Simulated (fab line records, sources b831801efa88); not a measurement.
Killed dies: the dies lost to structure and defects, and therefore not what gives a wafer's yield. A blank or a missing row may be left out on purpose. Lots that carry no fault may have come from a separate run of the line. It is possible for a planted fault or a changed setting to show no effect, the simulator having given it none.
Which of the tools did it? | flow sky130 | 72 wafers from 24 lots sampled at 6 of the route's 708 steps

## WHAT EACH GAUGE READ, for each wafer
SKY_NWELL_TW_MEAS_26. Usual: for NWELL_2_TW the level is 495.7 and the standard deviation is 3.
lot  | measured     | on            | NWELL_2_TW        | flag
L074 | day 5 04:42  | film metro-04 | 501.7 498.8 501.0 |
L075 | day 5 11:23  | film metro-03 | 492.6 494.9 497.3 |
L076 | day 5 17:52  | film metro-03 | 494.9 494.8 497.3 |
L077 | day 6 00:53  | film metro-03 | 494.7 494.0 494.6 |
L078 | day 6 08:37  | film metro-04 | 499.0 497.4 498.0 |
L079 | day 6 10:56  | film metro-04 | 501.4 498.7 501.4 |
L080 | day 6 14:22  | film metro-02 | 496.2 496.0 495.7 |
L081 | day 7 01:02  | film metro-04 | 498.7 501.1 498.7 |
L082 | day 7 09:43  | film metro-04 | 496.4 496.3 497.6 |
L083 | day 7 11:38  | film metro-04 | 498.0 497.8 495.1 |
L084 | day 7 19:52  | film metro-04 | 497.7 496.0 495.4 |
L085 | day 8 05:18  | film metro-02 | 490.3 490.2 489.0 |
L086 | day 8 10:09  | film metro-02 | 491.7 492.3 491.6 |
L087 | day 8 12:52  | film metro-02 | 491.1 490.0 492.2 |
L088 | day 8 18:21  | film metro-04 | 499.7 498.3 500.0 |
L089 | day 9 02:22  | film metro-02 | 493.8 491.3 496.5 |
L090 | day 9 07:15  | film metro-03 | 497.3 495.4 496.7 |
L091 | day 9 15:02  | film metro-04 | 497.7 502.4 497.8 |
L092 | day 9 23:14  | film metro-04 | 498.2 501.4 495.5 |
L093 | day 10 07:51 | film metro-03 | 497.1 496.9 497.8 |
L094 | day 10 09:44 | film metro-02 | 494.3 493.3 495.1 |
L095 | day 10 13:40 | film metro-02 | 492.5 491.1 493.9 |
L096 | day 10 19:11 | film metro-02 | 491.5 490.7 492.9 |
L097 | day 11 02:35 | film metro-04 | 497.2 493.1 495.0 |

SKY_VIA4_THK_MEAS_01. Usual: for VIA4_HDPCVD_THK the level is 1763 nm and the standard deviation is 15.
lot  | measured     | on            | VIA4_HDPCVD_THK (nm) | flag
L074 | day 41 19:30 | film metro-03 | 1759 1749 1781       |
L075 | day 42 03:56 | film metro-04 | 1780 1803 1769       |
L076 | day 42 10:20 | film metro-04 | 1773 1748 1756       |
L077 | day 42 18:08 | film metro-04 | 1749 1749 1766       |
L078 | day 43 00:05 | film metro-03 | 1772 1784 1765       |
L079 | day 43 04:05 | film metro-03 | 1786 1780 1782       |
L080 | day 43 07:22 | film metro-01 | 1760 1763 1758       |
L081 | day 43 20:17 | film metro-04 | 1749 1751 1763       |
L082 | day 44 10:22 | film metro-04 | 1773 1789 1771       |
L083 | day 44 10:34 | film metro-04 | 1777 1779 1780       |
L084 | day 44 17:43 | film metro-03 | 1792 1757 1743       |
L085 | day 45 07:01 | film metro-03 | 1770 1781 1761       |
L086 | day 45 09:55 | film metro-03 | 1743 1766 1728       |
L087 | day 45 13:14 | film metro-01 | 1751 1760 1752       |
L088 | day 45 14:01 | film metro-04 | 1771 1787 1782       |
L089 | day 46 05:08 | film metro-04 | 1759 1778 1767       |
L090 | day 46 05:26 | film metro-04 | 1760 1752 1755       |
L091 | day 46 17:46 | film metro-04 | 1753 1758 1766       |
L092 | day 46 18:23 | film metro-01 | 1771 1770 1759       |
L093 | day 47 10:55 | film metro-03 | 1770 1777 1775       |
L094 | day 47 11:19 | film metro-03 | 1769 1744 1771       |
L095 | day 47 15:05 | film metro-01 | 1772 1740 1750       |
L096 | day 47 16:21 | film metro-03 | 1756 1760 1759       |
L097 | day 47 18:48 | film metro-04 | 1762 1732 1766       |

SKY_METAL5_THK_MEAS_06: measures by xrf. Usual: for METAL5_ALCU_THK the level is 1172 nm and the standard deviation is 13.
lot  | measured     | on            | METAL5_ALCU_THK (nm) | flag
L074 | day 42 21:38 | film metro-02 | 1179 1191 1183       |
L075 | day 43 05:22 | film metro-03 | 1182 1181 1187       |
L076 | day 43 11:25 | film metro-03 | 1164 1155 1150       |
L077 | day 43 18:53 | film metro-02 | 1185 1164 1168       |
L078 | day 44 00:42 | film metro-03 | 1178 1184 1184       |
L079 | day 44 04:02 | film metro-02 | 1180 1190 1179       |
L080 | day 44 07:10 | film metro-02 | 1172 1179 1179       |
L081 | day 44 20:17 | film metro-04 | 1156 1172 1159       |
L082 | day 45 09:49 | film metro-02 | 1154 1168 1168       |
L083 | day 45 10:11 | film metro-02 | 1168 1193 1172       |
L084 | day 45 16:58 | film metro-04 | 1160 1164 1181       |
L085 | day 46 06:23 | film metro-02 | 1177 1159 1177       |
L086 | day 46 08:37 | film metro-03 | 1181 1156 1161       |
L087 | day 46 12:29 | film metro-03 | 1166 1190 1180       |
L088 | day 46 12:45 | film metro-03 | 1144 1163 1156       |
L089 | day 47 04:04 | film metro-02 | 1182 1184 1181       |
L090 | day 47 04:21 | film metro-03 | 1178 1168 1163       |
L091 | day 47 15:26 | film metro-04 | 1151 1157 1148       |
L092 | day 47 16:26 | film metro-04 | 1167 1188 1176       |
L093 | day 48 08:20 | film metro-02 | 1148 1163 1171       |
L094 | day 48 08:40 | film metro-04 | 1169 1184 1172       |
L095 | day 48 11:46 | film metro-03 | 1180 1172 1154       |
L096 | day 48 13:36 | film metro-02 | 1157 1151 1175       |
L097 | day 48 15:31 | film metro-02 | 1193 1184 1183       |

## EACH LOT AND THE TOOL THAT RAN IT (in order: tool; ch and the chambers of the sampled wafers; start)
lot  | SKY_METAL2_SPUTTER_00        | SKY_METAL3_METAL_ETCH_18          | SKY_VIA4_CMP_21
L074 | pvd sputter-04, day 33 22:39 | rie metal-01 ch 0,1, day 38 13:45 | cmp-01 ch 0,3, day 42 21:01
L075 | pvd sputter-04, day 34 08:37 | rie metal-02 ch 0,1, day 38 22:34 | cmp-02 ch 0,1,3, day 43 04:52
L076 | pvd sputter-04, day 34 14:44 | rie metal-02 ch 0,1, day 39 03:55 | cmp-01 ch 0,1,3, day 43 10:55
L077 | pvd sputter-03, day 35 01:04 | rie metal-02 ch 1, day 39 12:37   | cmp-01 ch 0,2, day 43 18:17
L078 | pvd sputter-04, day 35 07:43 | rie metal-03 ch 0, day 39 19:29   | cmp-02 ch 0,2, day 44 00:10
L079 | pvd sputter-01, day 35 12:04 | rie metal-03 ch 0,1, day 39 23:22 | cmp-02 ch 1,2,3, day 44 03:29
L080 | pvd sputter-01, day 35 17:40 | rie metal-02 ch 0,1, day 40 03:58 | cmp-02 ch 0,1, day 44 06:35
L081 | pvd sputter-01, day 36 06:49 | rie metal-03 ch 0,1, day 40 16:02 | cmp-01 ch 1,2,3, day 44 19:41
L082 | pvd sputter-03, day 36 23:22 | rie metal-02 ch 0,1, day 41 07:41 | cmp-02 ch 0,1,3, day 45 09:23
L083 | pvd sputter-01, day 36 21:21 | rie metal-03 ch 0,1, day 41 07:05 | cmp-01 ch 1,2, day 45 09:38
L084 | pvd sputter-03, day 37 08:08 | rie metal-01 ch 0,1, day 41 15:53 | cmp-02 ch 0,2,3, day 45 16:25
L085 | pvd sputter-03, day 37 21:44 | rie metal-02 ch 0,1, day 42 06:42 | cmp-01 ch 0,2,3, day 46 05:53
L086 | pvd sputter-04, day 38 03:45 | rie metal-02 ch 0,1, day 42 10:13 | cmp-01 ch 0,1, day 46 08:04
L087 | pvd sputter-03, day 38 06:08 | rie metal-02 ch 0,1, day 42 13:33 | cmp-01 ch 0,1,2, day 46 11:53
L088 | pvd sputter-03, day 38 08:55 | rie metal-03 ch 1, day 42 15:19   | cmp-02 ch 1,2,3, day 46 12:13
L089 | pvd sputter-03, day 39 04:18 | rie metal-01 ch 0,1, day 43 07:12 | cmp-01 ch 2,3, day 47 03:28
L090 | pvd sputter-03, day 39 05:12 | rie metal-03 ch 0,1, day 43 07:40 | cmp-02 ch 1,2,3, day 47 03:46
L091 | pvd sputter-03, day 39 13:05 | rie metal-01 ch 0,1, day 43 17:50 | cmp-02 ch 1,2,3, day 47 14:50
L092 | pvd sputter-01, day 39 19:43 | rie metal-03 ch 0,1, day 43 21:15 | cmp-01 ch 1,2, day 47 15:50
L093 | pvd sputter-03, day 40 13:26 | rie metal-02 ch 1, day 44 14:59   | cmp-01 ch 1,2,3, day 48 07:50
L094 | pvd sputter-04, day 40 14:46 | rie metal-01 ch 0,1, day 44 15:30 | cmp-01 ch 2,3, day 48 08:03
L095 | pvd sputter-01, day 40 18:07 | rie metal-02 ch 0,1, day 44 20:46 | cmp-02 ch 0,1,3, day 48 11:11
L096 | pvd sputter-03, day 40 21:24 | rie metal-01 ch 0,1, day 44 21:51 | cmp-01 ch 0,1,3, day 48 13:05
L097 | pvd sputter-03, day 41 01:34 | rie metal-02 ch 1, day 45 00:17   | cmp-02 ch 0,1,2, day 48 14:55
- SKY_METAL2_SPUTTER_00: material Ti, target thk 15 nm, time 10 s.
- SKY_METAL3_METAL_ETCH_18: etches the open film in Cl2/BCl3, stops on SiO2, target depth 845 nm, time 183.1 s.
- SKY_VIA4_CMP_21: polishes, stops on SiO2, t overpolish 25 s, target thk 0 nm.

## AS READ BY THE TOOLS THEMSELVES (means over the sampled wafers that have a number; for cases with no such wafer, the mark the record gives instead)
SKY_METAL2_SPUTTER_00. Usual: chamber pressure pa 0.3999 Pa, standard deviation 0.00079; throttle valve pct 30.0 %, standard deviation 0.89.
lot  | tool           | chamber pressure pa (Pa) | throttle valve pct (%) | flag
L074 | pvd sputter-04 | 0.3998                   | 30.0                   |
L075 | pvd sputter-04 | 0.3999                   | 30.0                   |
L076 | pvd sputter-04 | 0.4000                   | 29.0                   |
L077 | pvd sputter-03 | 0.3997                   | 30.9                   |
L078 | pvd sputter-04 | 0.3989                   | 29.6                   |
L079 | pvd sputter-01 | 0.3998                   | 29.6                   |
L080 | pvd sputter-01 | 0.4005                   | 30.2                   |
L081 | pvd sputter-01 | 0.3988                   | 30.1                   |
L082 | pvd sputter-03 | 0.4008                   | 30.7                   |
L083 | pvd sputter-01 | 0.3996                   | 30.0                   |
L084 | pvd sputter-03 | 0.4006                   | 30.9                   |
L085 | pvd sputter-03 | 0.3996                   | 29.7                   |
L086 | pvd sputter-04 | 0.3996                   | 29.5                   |
L087 | pvd sputter-03 | 0.4004                   | 29.9                   |
L088 | pvd sputter-03 | 0.3999                   | 30.3                   |
L089 | pvd sputter-03 | 0.3996                   | 29.7                   |
L090 | pvd sputter-03 | 0.3989                   | 29.9                   |
L091 | pvd sputter-03 | 0.3994                   | 30.5                   |
L092 | pvd sputter-01 | 0.4001                   | 29.4                   |
L093 | pvd sputter-03 | 0.4001                   | 30.0                   |
L094 | pvd sputter-04 | 0.4006                   | 29.6                   |
L095 | pvd sputter-01 | 0.4006                   | 30.2                   |
L096 | pvd sputter-03 | 0.3999                   | 30.7                   |
L097 | pvd sputter-03 | 0.3994                   | 31.0                   |

SKY_METAL3_METAL_ETCH_18. Usual: drypump motor current A 6.0 A, standard deviation 0.56; mfc cl2 sccm 60.01 sccm, standard deviation 0.19; oes product au 0.866 a.u., standard deviation 0.0076; throttle valve pct 22.264 %, standard deviation 0.0089.
lot  | tool         | drypump motor current A (A) | mfc cl2 sccm (sccm) | oes product au (a.u.) | throttle valve pct (%) | flag
L074 | rie metal-01 | 6.0                         | 60.09               | 0.865                 | 22.261                 |
L075 | rie metal-02 | 6.2                         | 60.09               | 0.861                 | 22.257                 |
L076 | rie metal-02 | 6.3                         | 60.12               | 0.861                 | 22.260                 |
L077 | rie metal-02 | 6.3                         | 59.96               | 0.863                 | 22.256                 |
L078 | rie metal-03 | 5.7                         | 60.24               | 0.863                 | 22.266                 |
L079 | rie metal-03 | 5.2                         | 60.16               | 0.866                 | 22.267                 |
L080 | rie metal-02 | 6.3                         | 60.04               | 0.865                 | 22.263                 |
L081 | rie metal-03 | 5.5                         | 60.03               | 0.871                 | 22.263                 |
L082 | rie metal-02 | 6.2                         | 59.94               | 0.866                 | 22.263                 |
L083 | rie metal-03 | 5.3                         | 60.17               | 0.865                 | 22.264                 |
L084 | rie metal-01 | 6.0                         | 59.98               | 0.871                 | 22.259                 |
L085 | rie metal-02 | 6.3                         | 59.98               | 0.872                 | 22.264                 |
L086 | rie metal-02 | 6.2                         | 59.79               | 0.862                 | 22.260                 |
L087 | rie metal-02 | 6.2                         | 59.91               | 0.875                 | 22.261                 |
L088 | rie metal-03 | 5.0                         | 60.28               | 0.874                 | 22.271                 |
L089 | rie metal-01 | 6.4                         | 60.01               | 0.875                 | 22.264                 |
L090 | rie metal-03 | 5.5                         | 60.02               | 0.861                 | 22.258                 |
L091 | rie metal-01 | 6.4                         | 60.03               | 0.866                 | 22.267                 |
L092 | rie metal-03 | 5.5                         | 60.04               | 0.869                 | 22.262                 |
L093 | rie metal-02 | 6.4                         | 59.92               | 0.858                 | 22.269                 |
L094 | rie metal-01 | 6.0                         | 60.01               | 0.869                 | 22.261                 |
L095 | rie metal-02 | 6.3                         | 59.96               | 0.872                 | 22.258                 |
L096 | rie metal-01 | 6.4                         | 60.05               | 0.864                 | 22.261                 |
L097 | rie metal-02 | 6.3                         | 60.06               | 0.879                 | 22.261                 |

SKY_VIA4_CMP_21. Usual: edge zone pressure frac 1.001, standard deviation 0.0057; motor current A 10.8 A, standard deviation 1.5; overpolish run s 25.001 s, standard deviation 0.0091; time to endpoint s 121 s, standard deviation 4.7.
lot  | tool   | edge zone pressure frac | motor current A (A) | overpolish run s (s) | time to endpoint s (s) | flag
L074 | cmp-01 | 1.003                   | 10.1                | 25.009               | 118                    |
L075 | cmp-02 | 0.999                   | 10.2                | 25.003               | 123                    |
L076 | cmp-01 | 0.999                   | 10.9                | 25.009               | 118                    |
L077 | cmp-01 | 1.000                   | 11.7                | 25.008               | 124                    |
L078 | cmp-02 | 1.003                   | 10.6                | 25.004               | 125                    |
L079 | cmp-02 | 1.007                   | 11.4                | 25.000               | 121                    |
L080 | cmp-02 | 0.997                   | 10.3                | 25.005               | 123                    |
L081 | cmp-01 | 1.002                   | 11.8                | 25.002               | 122                    |
L082 | cmp-02 | 0.999                   | 10.2                | 24.999               | 128                    |
L083 | cmp-01 | 0.999                   | 12.4                | 24.997               | 119                    |
L084 | cmp-02 | 1.002                   | 10.7                | 25.002               | 132                    |
L085 | cmp-01 | 1.004                   | 10.3                | 25.000               | 118                    |
L086 | cmp-01 | 0.996                   | 10.2                | 25.001               | 120                    |
L087 | cmp-01 | 1.003                   | 11.7                | 24.992               | 124                    |
L088 | cmp-02 | 0.998                   | 11.4                | 24.997               | 118                    |
L089 | cmp-01 | 1.001                   | 10.8                | 24.999               | 118                    |
L090 | cmp-02 | 1.001                   | 11.3                | 25.001               | 122                    |
L091 | cmp-02 | 1.000                   | 11.6                | 24.996               | 120                    |
L092 | cmp-01 | 0.995                   | 12.5                | 24.999               | 117                    |
L093 | cmp-01 | 1.001                   | 11.5                | 25.001               | 121                    |
L094 | cmp-01 | 1.005                   | 11.0                | 24.996               | 120                    |
L095 | cmp-02 | 1.003                   | 9.9                 | 24.993               | 120                    |
L096 | cmp-01 | 1.001                   | 10.6                | 25.008               | 117                    |
L097 | cmp-02 | 1.002                   | 11.0                | 25.004               | 121                    |

## THE ANSWER, worked out from the rows above alone
Rule: take the mean of a lot's wafers that have a number; if it is more than 3 standard deviations from the usual mean, the lot is off. Also off: a lot with no number at a reading for which 4 or more lots have one. The other lots that the step has rows for count as sound. Order of review: gauges by route order, followed by the tools' own readings, for which a lot's mean as printed above is used. The first step at which some lot is off is used, and at that step the reading that is off furthest; a lot without a number counts as furthest.
No lot is off at any reading shown: from this, nothing can be told.

## WHAT THE SIMULATOR HAD PUT IN
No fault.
